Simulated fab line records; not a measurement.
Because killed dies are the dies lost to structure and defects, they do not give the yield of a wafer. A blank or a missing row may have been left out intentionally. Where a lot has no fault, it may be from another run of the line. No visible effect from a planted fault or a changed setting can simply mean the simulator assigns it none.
fab line records + flow sky130
record:
- lots: 6
- wafers: 18
- last_day: 50
route steps=708 shown GATE_OXIDE@201 POLY_GATE@204 RES_PROTECT@206 PAD_OPEN@708
lots untouched by any fault: they come from a run of this same line in which no faults occurred
start_h: hours from the record's first day to the start of the lot's first wafer shown + wait_h: time in hours since the lot's previous step + " identical to the entry in the row above + L1.1+2: a row that stands for several wafers + - no value, or no start given + * or withheld: withheld + < > ~ a bound
route shown NAME@n: names a module that has steps shown in the file, with the first one's number in the route + usual: mean and standard deviation over wafers with no fault + same: alike in all rows + chamber/n: place in a boat + sites: each site's reading + _std_site: standard deviation across them + _edge_site: mean of outer sites minus mean of inner sites + radius_mm: how far each site lies from the wafer's centre + mask NAME#n: copy n + behind: tool/chamber where the wafer was last shaped + hold: cause of the lot's hold/its duration in hours/its outcome + device: the n, p or np transistor that did not switch + end of line: at the end of the route, the tests of the same wafers + step lacking rows: just its recipe + killed: the dies lost at the first sort to structure and to defects; this is not the yield of the wafer + map: a wafer's dies, x killed, . not, _ none there
set.NAME: the setting the step ran with; set.NAME@STEP: the setting that earlier step ran with + model.NAME: the simulator's own value behind a step, which no gauge read
certain route steps with their lots: each step a table, each wafer a row
services: from which hour (start_h, from the record's first day; less than 0 if before it) a tool's chamber was out of use, for how many hours, and why
== steps ==
step: SKY_GATE_OXIDE_TW_MEAS_14
usual:
- GATE_OXIDE_TW: 224.7/1.1
| lot.wafer | tool          | chamber | start_h | wait_h | GATE_OXIDE_TW |
|-----------|---------------|---------|---------|--------|---------------|
| L212.1    | film_metro-02 | -       | 321.00  | 0.1    | 224.9         |
| L212.3    | "             | -       | "       | "      | 225.2         |
| L212.6    | "             | -       | "       | "      | 226.6         |
| L216.3    | film_metro-02 | -       | 354.80  | 0.1    | 224.8         |
| L216.4    | "             | -       | "       | "      | 225.0         |
| L216.6    | "             | -       | "       | "      | 225.5         |
| L218.2    | film_metro-04 | -       | 378.28  | 0.1    | 225.1         |
| L218.3    | "             | -       | "       | "      | 226.6         |
| L218.5    | "             | -       | "       | "      | 225.2         |
| L224.2    | film_metro-03 | -       | 432.18  | 0.1    | 224.2         |
| L224.3    | "             | -       | "       | "      | 223.7         |
| L224.4    | "             | -       | "       | "      | 222.7         |
| L227.2    | film_metro-02 | -       | 463.83  | 0.1    | 225.5         |
| L227.5    | "             | -       | "       | "      | 225.7         |
| L227.6    | "             | -       | "       | "      | 223.6         |
| L231.1    | film_metro-04 | -       | 492.74  | 0.1    | 223.6         |
| L231.2    | "             | -       | "       | "      | 222.9         |
| L231.6    | "             | -       | "       | "      | 224.2         |
step: SKY_GATE_OXIDE_CLEAN_15
recipe:
- chemistry: SC1/SC2
- mix: 1:4:20
- temp_c: 70
- time_s: 150
- dry: n2_spin
step: SKY_GATE_OXIDE_OXIDATION_16
recipe:
- temp_c: 800
- ambient: O2
- idle_temp_c: 700
- ramp_up_c_per_min: 10
- ramp_down_c_per_min: 3
- stabilise_s: 600
- purge_s: 300
- target_thk_a: 35.7
- ox_time_s: 1915
step: SKY_POLY_GATE_CVD_00
recipe:
- material: poly-Si
- target_thk_nm: 180
- temp_c: 620
- time_s: 720
- pressure_mtorr: 200
step: SKY_POLY_GATE_THK_MEAS_01
recipe:
- reads: poly-Si_of_POLY_GATE_CVD_00
usual:
- POLY_GATE_CVD_00_THK: 180.1/1.8
| lot.wafer | tool          | chamber | start_h | wait_h | POLY_GATE_CVD_00_THK[nm] |
|-----------|---------------|---------|---------|--------|--------------------------|
| L212.1    | film_metro-02 | -       | 324.36  | 0.0    | 178.9                    |
| L212.3    | "             | -       | "       | "      | 178.9                    |
| L212.6    | "             | -       | "       | "      | 179.4                    |
| L216.3    | film_metro-04 | -       | 357.64  | 0.0    | 179.3                    |
| L216.4    | "             | -       | "       | "      | 179.2                    |
| L216.6    | "             | -       | "       | "      | 179.2                    |
| L218.2    | film_metro-01 | -       | 390.79  | 0.0    | 179.5                    |
| L218.3    | "             | -       | "       | "      | 180.1                    |
| L218.5    | "             | -       | "       | "      | 180.8                    |
| L224.2    | film_metro-02 | -       | 441.40  | 0.0    | 180.1                    |
| L224.3    | "             | -       | "       | "      | 179.8                    |
| L224.4    | "             | -       | "       | "      | 178.6                    |
| L227.2    | film_metro-04 | -       | 471.16  | 0.0    | 177.9                    |
| L227.5    | "             | -       | "       | "      | 177.8                    |
| L227.6    | "             | -       | "       | "      | 178.3                    |
| L231.1    | film_metro-01 | -       | 496.42  | 0.0    | 182.0                    |
| L231.2    | "             | -       | "       | "      | 184.3                    |
| L231.6    | "             | -       | "       | "      | 182.5                    |
step: SKY_RES_PROTECT_DEHYDRATE_00
recipe:
- temp_c: 200
- time_s: 60
step: SKY_RES_PROTECT_HMDS_01
recipe:
- prime_time_s: 60
- prime_temp_c: 120
step: SKY_RES_PROTECT_COAT_02
recipe:
- resist: NOVOLAK
- spin_rpm: 3000
- resist_thk_nm: 1140
step: SKY_RES_PROTECT_SOFTBAKE_03
recipe:
- temp_c: 90
- time_s: 60
- resist: NOVOLAK
step: SKY_RES_PROTECT_EXPOSE_04
recipe:
- mask_id: RPM
- na: 0.6
- source_shape: conventional
- sigma_outer: 0.6
- polarization: unpolarized
- target_cd_nm: 1270
- dose_mj: 131
step: SKY_RES_PROTECT_PEB_05
recipe:
- temp_c: withheld
- time_s: *
- resist: NOVOLAK
step: SKY_RES_PROTECT_DEVELOP_06
recipe:
- resist: NOVOLAK
- developer: TMAH
- develop_time_s: 60
- dev_temp_c: 23
step: SKY_POLY_GATE_IMPLANT_02
recipe:
- species: P
- energy_kev: 29.84
- dose_cm2: 7.7e+15
- tilt_deg: 0
usual:
- beam_on_s: 35.1/0.97
- dose_ions_cm2: 7.701e+15/8.3e+12
- end_station_pressure_torr: 1.09e-05/5.9e-07
| lot.wafer | tool         | chamber | start_h | wait_h | beam_on_s | dose_ions_cm2 | end_station_pressure_torr |
|-----------|--------------|---------|---------|--------|-----------|---------------|---------------------------|
| L212.1    | implanter-02 | 0       | 351.56  | 0.1    | 34.9      | 7.691e+15     | 1.03e-05                  |
| L212.3    | "            | 0       | "       | "      | 36.6      | 7.692e+15     | 9.7e-06                   |
| L212.6    | "            | 0       | "       | "      | 35.8      | 7.696e+15     | 1.01e-05                  |
| L216.3    | implanter-01 | 0       | 385.41  | 0.1    | 51.0      | 1.131e+16     | 9.3e-06                   |
| L216.4    | "            | 0       | "       | "      | 51.0      | 1.1308e+16    | 8.8e-06                   |
| L216.6    | "            | 0       | "       | "      | 50.9      | 1.1307e+16    | 9.3e-06                   |
| L218.2    | implanter-01 | 0       | 419.58  | 0.1    | 51.4      | 1.1311e+16    | 9.8e-06                   |
| L218.3    | "            | 0       | "       | "      | 51.9      | 1.1319e+16    | 9.6e-06                   |
| L218.5    | "            | 0       | "       | "      | 51.5      | 1.1307e+16    | 9.1e-06                   |
| L224.2    | implanter-04 | 0       | 470.68  | 0.1    | 35.0      | 7.703e+15     | 1.12e-05                  |
| L224.3    | "            | 0       | "       | "      | 35.0      | 7.704e+15     | 1.14e-05                  |
| L224.4    | "            | 0       | "       | "      | 34.4      | 7.697e+15     | 1.19e-05                  |
| L227.2    | implanter-01 | 0       | 500.96  | 0.1    | 37.1      | 7.709e+15     | 1.04e-05                  |
| L227.5    | "            | 0       | "       | "      | 35.3      | 7.708e+15     | 1.07e-05                  |
| L227.6    | "            | 0       | "       | "      | 36.2      | 7.71e+15      | 1.13e-05                  |
| L231.1    | implanter-04 | 0       | 526.18  | 0.1    | 34.2      | 7.707e+15     | 1.03e-05                  |
| L231.2    | "            | 0       | "       | "      | 34.9      | 7.691e+15     | 1.09e-05                  |
| L231.6    | "            | 0       | "       | "      | 34.6      | 7.706e+15     | 1.04e-05                  |
step: SKY_RES_PROTECT_STRIP_07
recipe:
- chemistry: O2/N2
- power_w: 1400
- pressure_mtorr: 1500
- platen_temp_c: withheld
- o2_flow_sccm: 3000
- n2_flow_sccm: 300
- overash_fraction: 0.5
usual:
- drypump_motor_current_A: 5.8/0.44
- oes_product_au: 0.518/0.0049
- strip_time_to_endpoint_s: 23.26/0.04
same:
- overash_fraction: 0.5
| lot.wafer | tool            | chamber | start_h | wait_h | drypump_motor_current_A | oes_product_au | rf_hours_counter_h | strip_time_to_endpoint_s |
|-----------|-----------------|---------|---------|--------|-------------------------|----------------|--------------------|--------------------------|
| L212.1    | plasma_asher-03 | 0       | 351.71  | 0.1    | 5.9                     | 0.517          | 24                 | 23.22                    |
| L212.3    | "               | 0       | "       | "      | 5.9                     | 0.511          | -                  | 23.23                    |
| L212.6    | "               | 1       | "       | "      | 5.7                     | 0.518          | -                  | 23.27                    |
| L216.3    | plasma_asher-01 | 0       | 385.54  | 0.1    | 6.4                     | 0.503          | -                  | 24.79                    |
| L216.4    | "               | 1       | "       | "      | 5.0                     | 0.500          | -                  | 24.73                    |
| L216.6    | "               | 1       | "       | "      | 5.0                     | 0.500          | -                  | 24.73                    |
| L218.2    | plasma_asher-02 | 0       | 419.71  | 0.1    | 6.3                     | 0.504          | 74                 | 24.77                    |
| L218.3    | "               | 1       | "       | "      | 5.4                     | 0.510          | -                  | 24.81                    |
| L218.5    | "               | 1       | "       | "      | 5.4                     | 0.506          | -                  | 24.74                    |
| L224.2    | plasma_asher-03 | 0       | 470.81  | 0.1    | 5.9                     | 0.518          | 36                 | 23.28                    |
| L224.3    | "               | 1       | "       | "      | 5.6                     | 0.515          | -                  | 23.26                    |
| L224.4    | "               | 0       | "       | "      | 5.9                     | 0.517          | -                  | 23.23                    |
| L227.2    | plasma_asher-01 | 0       | 501.08  | 0.1    | 6.4                     | 0.517          | 80                 | 23.31                    |
| L227.5    | "               | 1       | "       | "      | 5.0                     | 0.514          | -                  | 23.37                    |
| L227.6    | "               | 0       | "       | "      | 6.4                     | 0.519          | -                  | 23.35                    |
| L231.1    | plasma_asher-02 | 0       | 526.33  | 0.1    | 6.3                     | 0.527          | 8                  | 23.30                    |
| L231.2    | "               | 1       | "       | "      | 5.5                     | 0.520          | 8                  | 23.29                    |
| L231.6    | "               | 0       | "       | "      | 6.3                     | 0.513          | -                  | 23.29                    |
step: SKY_RES_PROTECT_TW_MEAS_08
usual:
- POLY_GATE_TW: 4021/32
| lot.wafer | tool          | chamber | start_h | wait_h | POLY_GATE_TW |
|-----------|---------------|---------|---------|--------|--------------|
| L212.1    | film_metro-03 | -       | 351.81  | 0.1    | 4060         |
| L212.3    | "             | -       | "       | "      | 4031         |
| L212.6    | "             | -       | "       | "      | 4065         |
| L216.3    | film_metro-01 | -       | 385.63  | 0.1    | 4064         |
| L216.4    | "             | -       | "       | "      | 4053         |
| L216.6    | "             | -       | "       | "      | 4042         |
| L218.2    | film_metro-03 | -       | 419.82  | 0.1    | 4110         |
| L218.3    | "             | -       | "       | "      | 4073         |
| L218.5    | "             | -       | "       | "      | 4076         |
| L224.2    | film_metro-02 | -       | 470.92  | 0.1    | 4024         |
| L224.3    | "             | -       | "       | "      | 4029         |
| L224.4    | "             | -       | "       | "      | 4021         |
| L227.2    | film_metro-02 | -       | 501.19  | 0.1    | 4045         |
| L227.5    | "             | -       | "       | "      | 4067         |
| L227.6    | "             | -       | "       | "      | 4025         |
| L231.1    | film_metro-02 | -       | 526.43  | 0.1    | 4005         |
| L231.2    | "             | -       | "       | "      | 4024         |
| L231.6    | "             | -       | "       | "      | 4021         |
step: SKY_PAD_OPEN_PROBE_99
usual:
- killed_at_M0_to_M3: 44/6.9
- killed_at_M4_up: 3.3/1.7
- killed_at_contacts: 24/4.7
- killed_at_front_end: 15/4.5
- killed_at_other: 0.2/0.49
- killed_dies: 86/8.4
- killed_open: 47/6.5
- killed_short: 39/6
same:
- gross_dies: 492
- killed_at_back_side: 0
| lot.wafer | tool      | chamber | start_h | wait_h | killed_at_M0_to_M3 | killed_at_M4_up | killed_at_contacts | killed_at_front_end | killed_at_other | killed_dies | killed_open | killed_short | model.etest.res_poly.line_ohm_um | model.etest.licon_poly.rc_ohm | model.etest.res_poly.rs_ohm_sq |
|-----------|-----------|---------|---------|--------|--------------------|-----------------|--------------------|---------------------|-----------------|-------------|-------------|--------------|----------------------------------|-------------------------------|--------------------------------|
| L212.1    | prober-02 | -       | 1080.67 | 0.1    | 44                 | 4               | 25                 | 8                   | 0               | 81          | 44          | 37           | 540.4                            | 158.5                         | 50.03                          |
| L212.3    | prober-02 | -       | 1080.77 | 0.2    | 49                 | 4               | 24                 | 11                  | 0               | 88          | 56          | 32           | 524.1                            | 154.5                         | 48.7                           |
| L212.6    | prober-02 | -       | 1080.92 | 0.2    | 49                 | 6               | 21                 | 11                  | 0               | 87          | 41          | 46           | 521.2                            | 154.4                         | 48.58                          |
| L216.3    | prober-01 | -       | 1108.13 | 0.2    | 46                 | 2               | 27                 | 20                  | 1               | 96          | 48          | 48           | 436.4                            | 116.2                         | 39.26                          |
| L216.4    | prober-01 | -       | 1108.18 | 0.2    | 64                 | 2               | 23                 | 20                  | 0               | 109         | 54          | 55           | 424.5                            | 113.5                         | 39.91                          |
| L216.6    | prober-01 | -       | 1108.28 | 0.2    | 42                 | 2               | 24                 | 18                  | 0               | 86          | 49          | 37           | 419.1                            | 113.1                         | 39.65                          |
| L218.2    | prober-02 | -       | 1130.01 | 0.1    | 39                 | 3               | 22                 | 19                  | 0               | 83          | 46          | 37           | 408.3                            | 117.5                         | 38.49                          |
| L218.3    | prober-02 | -       | 1130.06 | 0.2    | 23                 | 1               | 20                 | 16                  | 0               | 60          | 33          | 27           | 417.4                            | 115.9                         | 38.64                          |
| L218.5    | prober-02 | -       | 1130.16 | 0.2    | 39                 | 2               | 27                 | 15                  | 1               | 84          | 45          | 39           | 390.3                            | 115.7                         | 37.91                          |
| L224.2    | prober-01 | -       | 1162.40 | 0.1    | 44                 | 4               | 16                 | 19                  | 1               | 84          | 47          | 37           | 504.2                            | 154.4                         | 49.12                          |
| L224.3    | prober-01 | -       | 1162.45 | 0.2    | 53                 | 3               | 22                 | 7                   | 0               | 85          | 43          | 42           | 507.9                            | 157                           | 48.98                          |
| L224.4    | prober-01 | -       | 1162.50 | 0.2    | 48                 | 3               | 33                 | 13                  | 1               | 98          | 52          | 46           | 522                              | 164.8                         | 50.09                          |
| L227.2    | prober-02 | -       | 1176.69 | 0.1    | 44                 | 3               | 22                 | 10                  | 0               | 79          | 34          | 45           | 519.2                            | 156.1                         | 50.03                          |
| L227.5    | prober-02 | -       | 1176.84 | 0.2    | 46                 | 5               | 27                 | 17                  | 0               | 95          | 51          | 44           | 510.8                            | 147                           | 49.42                          |
| L227.6    | prober-02 | -       | 1176.89 | 0.2    | 41                 | 2               | 22                 | 16                  | 0               | 81          | 50          | 31           | 517.2                            | 145.4                         | 49.1                           |
| L231.1    | prober-01 | -       | 1192.06 | 0.1    | 52                 | 1               | 26                 | 25                  | 0               | 104         | 57          | 47           | 500.1                            | 156                           | 47.13                          |
| L231.2    | prober-01 | -       | 1192.11 | 0.1    | 61                 | 3               | 13                 | 15                  | 2               | 94          | 53          | 41           | 485.6                            | 152                           | 47.78                          |
| L231.6    | prober-01 | -       | 1192.31 | 0.2    | 37                 | 5               | 25                 | 23                  | 0               | 90          | 49          | 41           | 473.6                            | 150.7                         | 47.53                          |
killed by level:class
L212.1 VIA1:geometric_particle:open=12 LI_CONTACT:geometric_particle:open=9 METAL2:geometric_particle:short=9 VIA3:geometric_particle:open=7 CONTACT:geometric_particle:open=6 LI_CONTACT:geometric_particle:short=4 VIA1:geometric_particle:short=4 FIELD_ISO:geometric_particle:open=3
L212.3 VIA1:geometric_particle:open=15 LI_CONTACT:geometric_particle:open=9 VIA2:geometric_particle:open=9 CONTACT:geometric_particle:open=6 VIA3:geometric_particle:open=6 LOCAL_INTERCONNECT:geometric_particle:short=5 FIELD_ISO:geometric_particle:short=4 POLY_GATE:geometric_particle:open=4
L212.6 VIA1:geometric_particle:open=13 VIA1:geometric_particle:short=8 CONTACT:geometric_particle:open=7 VIA2:geometric_particle:open=6 METAL1:geometric_particle:short=5 VIA3:geometric_particle:open=5 METAL4:geometric_particle:short=5 FIELD_ISO:geometric_particle:short=4
L216.3 VIA1:geometric_particle:open=10 CONTACT:geometric_particle:open=10 METAL2:geometric_particle:short=8 LI_CONTACT:geometric_particle:open=6 METAL1:geometric_particle:short=6 VIA1:geometric_particle:short=5 VIA2:geometric_particle:short=5 FIELD_ISO:geometric_particle:short=4
L216.4 VIA1:geometric_particle:open=11 VIA1:geometric_particle:short=10 VIA3:geometric_particle:short=8 METAL2:geometric_particle:short=7 VIA3:geometric_particle:open=6 CONTACT:geometric_particle:open=6 VIA2:geometric_particle:open=6 FIELD_ISO:geometric_particle:short=5
L216.6 VIA1:geometric_particle:open=10 CONTACT:geometric_particle:open=9 VIA3:geometric_particle:open=7 FIELD_ISO:geometric_particle:open=6 LI_CONTACT:geometric_particle:open=6 FIELD_ISO:geometric_particle:short=5 POLY_GATE:geometric_particle:short=5 METAL1:geometric_particle:short=5
L218.2 VIA1:geometric_particle:open=8 CONTACT:geometric_particle:open=7 FIELD_ISO:geometric_particle:open=6 LI_CONTACT:geometric_particle:open=6 VIA2:geometric_particle:open=6 METAL1:geometric_particle:short=5 FIELD_ISO:geometric_particle:short=4 POLY_GATE:geometric_particle:open=4
L218.3 VIA1:geometric_particle:open=8 CONTACT:geometric_particle:open=8 POLY_GATE:geometric_particle:short=6 FIELD_ISO:geometric_particle:open=4 LOCAL_INTERCONNECT:geometric_particle:short=4 VIA3:geometric_particle:open=4 POLY_GATE:geometric_particle:open=3 LI_CONTACT:geometric_particle:open=3
L218.5 CONTACT:geometric_particle:open=12 VIA1:geometric_particle:open=8 METAL1:geometric_particle:short=7 VIA2:geometric_particle:open=6 VIA3:geometric_particle:open=6 LI_CONTACT:geometric_particle:open=5 LOCAL_INTERCONNECT:geometric_particle:short=5 FIELD_ISO:geometric_particle:open=4
L224.2 VIA1:geometric_particle:open=10 POLY_GATE:geometric_particle:open=7 CONTACT:geometric_particle:open=7 METAL1:geometric_particle:short=6 LI_CONTACT:geometric_particle:short=5 VIA3:geometric_particle:short=5 VIA2:geometric_particle:open=5 FIELD_ISO:geometric_particle:open=4
L224.3 VIA1:geometric_particle:open=15 METAL1:geometric_particle:short=10 VIA3:geometric_particle:open=7 LOCAL_INTERCONNECT:geometric_particle:short=6 CONTACT:geometric_particle:open=5 METAL2:geometric_particle:short=5 VIA2:geometric_particle:open=5 LI_CONTACT:geometric_particle:open=4
L224.4 LI_CONTACT:geometric_particle:open=10 CONTACT:geometric_particle:open=10 METAL1:geometric_particle:short=10 VIA1:geometric_particle:open=8 VIA2:geometric_particle:open=7 VIA1:geometric_particle:short=6 FIELD_ISO:geometric_particle:short=5 LI_CONTACT:geometric_particle:short=5
L227.2 LOCAL_INTERCONNECT:geometric_particle:short=9 VIA1:geometric_particle:open=8 POLY_GATE:geometric_particle:short=7 CONTACT:geometric_particle:open=7 VIA1:geometric_particle:short=5 VIA2:geometric_particle:open=5 VIA3:geometric_particle:short=5 METAL3:geometric_particle:short=4
L227.5 VIA1:geometric_particle:open=11 LI_CONTACT:geometric_particle:open=9 POLY_GATE:geometric_particle:open=7 LOCAL_INTERCONNECT:geometric_particle:short=7 CONTACT:geometric_particle:open=6 VIA2:geometric_particle:open=6 VIA1:geometric_particle:short=6 METAL1:geometric_particle:short=5
L227.6 VIA1:geometric_particle:open=9 CONTACT:geometric_particle:open=9 VIA2:geometric_particle:short=8 FIELD_ISO:geometric_particle:open=7 VIA2:geometric_particle:open=6 VIA3:geometric_particle:open=6 LI_CONTACT:geometric_particle:open=5 LOCAL_INTERCONNECT:geometric_particle:short=4
L231.1 FIELD_ISO:geometric_particle:short=10 LI_CONTACT:geometric_particle:open=10 VIA1:geometric_particle:open=9 VIA2:geometric_particle:short=8 VIA3:geometric_particle:open=8 POLY_GATE:geometric_particle:open=7 CONTACT:geometric_particle:open=7 VIA2:geometric_particle:open=5
L231.2 VIA1:geometric_particle:open=19 METAL2:geometric_particle:short=8 VIA2:geometric_particle:open=8 POLY_GATE:geometric_particle:open=6 VIA3:geometric_particle:open=5 CONTACT:geometric_particle:open=5 METAL1:geometric_particle:short=4 VIA1:geometric_particle:short=4
L231.6 VIA1:geometric_particle:open=9 VIA3:geometric_particle:open=8 FIELD_ISO:geometric_particle:open=7 CONTACT:geometric_particle:open=7 FIELD_ISO:geometric_particle:short=6 METAL4:geometric_particle:short=5 CONTACT:geometric_particle:short=5 LI_CONTACT:geometric_particle:open=5
== services ==
| tool            | chamber | start_h | hours | kind       |
|-----------------|---------|---------|-------|------------|
| implanter-04    | -       | 343.14  | 1.0   | repair     |
| implanter-01    | -       | 378.01  | 5.4   | repair     |
| implanter-01    | -       | 380.52  | 3.1   | repair     |
| implanter-01    | -       | 420.95  | 5.8   | repair     |
| plasma_asher-02 | -       | 421.25  | 9.0   | pm         |
| plasma_asher-02 | 0       | 421.25  | 9.0   | vent_cycle |
| plasma_asher-02 | 1       | 421.25  | 9.0   | vent_cycle |
| plasma_asher-02 | 0       | 430.25  | -     | clean      |
| plasma_asher-02 | 1       | 430.25  | -     | clean      |
| plasma_asher-01 | -       | 440.68  | 2.9   | repair     |
| implanter-01    | -       | 441.82  | 2.0   | repair     |
| plasma_asher-02 | -       | 502.00  | 13.2  | repair     |
== key ==
first_sign:
- step: SKY_POLY_GATE_IMPLANT_02
- reading: dose_ions_cm2
- direction: up
- sigmas: 99+
- usual: *
- struck: *
effect:
- step: SKY_POLY_GATE_IMPLANT_02
- reading: beam_on_s
- direction: up
- sigmas: 17
- usual: 35.1
- struck: 51.3
effect:
- step: SKY_RES_PROTECT_STRIP_07
- reading: strip_time_to_endpoint_s
- direction: up
- sigmas: 38
- usual: *
- struck: *
effect:
- step: SKY_RES_PROTECT_TW_MEAS_08
- reading: POLY_GATE_TW
- direction: up
- sigmas: 1.5
- usual: 4021
- struck: 4070
model_effect:
- step: SKY_PAD_OPEN_PROBE_99
- value: etest.res_poly.line_ohm_um
- without: 511.2
- struck: 416
met_at SKY_POLY_GATE_IMPLANT_02
struck_wafers L216.3,L216.4,L216.6,L218.2,L218.3,L218.5
tester_left_out L216,L218
fault:
- kind: process_parameter_drift
- tool: implanter-01
- chamber: -
- onset_h: 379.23
- steps: SKY_POLY_GATE_IMPLANT_02
- channel: dose_cm2
- offset: *
- shape: step
- end_h: 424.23
- acts_in: *
- stated: *
tester_left_out: of these lots the tester's yield and bins aren't shown, on N5 and GAA mostly nor the transistor test; their killed dies are dies lost to structure and defects alone, not to doping, threshold or leakage, so they don't give the yield
